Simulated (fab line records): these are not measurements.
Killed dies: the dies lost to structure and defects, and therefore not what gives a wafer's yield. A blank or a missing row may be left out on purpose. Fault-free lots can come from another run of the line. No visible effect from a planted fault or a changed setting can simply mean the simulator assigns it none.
Matching of chambers | flow gf180mcu | 4 sister chambers for GF_V1_CMP_04 on cmp-02
The step polishes SiO2. 7 wafers are shown with their chamber, then 7 later ones without.

## WAFERS, EACH WITH ITS CHAMBER
wafer  | chamber | motor current A (A) | time to endpoint s (s)
L588.5 | 0       | 11.7                | 80
L596.2 | 0       | 11.8                | 66
L597.1 | 3       | 13.9                | 80
L597.3 | 1       | 14.0                | 76
L597.6 | 2       | 13.3                | 83
L598.1 | 1       | 14.4                | 81
L598.3 | 2       | 13.6                | 81

## WAFERS MISSING THEIR CHAMBER
wafer  | motor current A (A) | time to endpoint s (s)
L598.6 | 12.7                | 86
L602.2 | 13.0                | 79
L602.4 | 11.8                | 77
L602.5 | 14.6                | 81
L605.1 | 12.1                | 75
L605.4 | 14.1                | 84
L605.5 | 14.4                | 88

## EACH ONE'S CHAMBER
wafer  | from the rows above     | in truth
L598.6 | can't be placed: 2 or 0 | 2
L602.2 | 2                       | 2
L602.4 | 0                       | 0
L602.5 | can't be placed: 1 or 3 | 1
L605.1 | 0                       | 0
L605.4 | can't be placed: 1 or 3 | 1
L605.5 | can't be placed: 1 or 3 | 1
3 of 7 placed correctly. Unplaceable from these rows: 4, with the true chamber sitting among the candidates in 4. Placed wrongly: 0.
How it was worked out, from the rows above alone: a wafer's distance from a chamber is the root of the sum, over the readings, of the square of ((its reading less the chamber's mean) divided by the reading's scatter). The wafer belongs to the nearest chamber; if the next one is less than 2 further off, it can't be placed. The mean given for a chamber averages the wafers shown for that chamber. The scatter: the root of (the sum of the squares of (reading less its chamber's mean) over the shown wafers, divided by (wafers less chambers)).
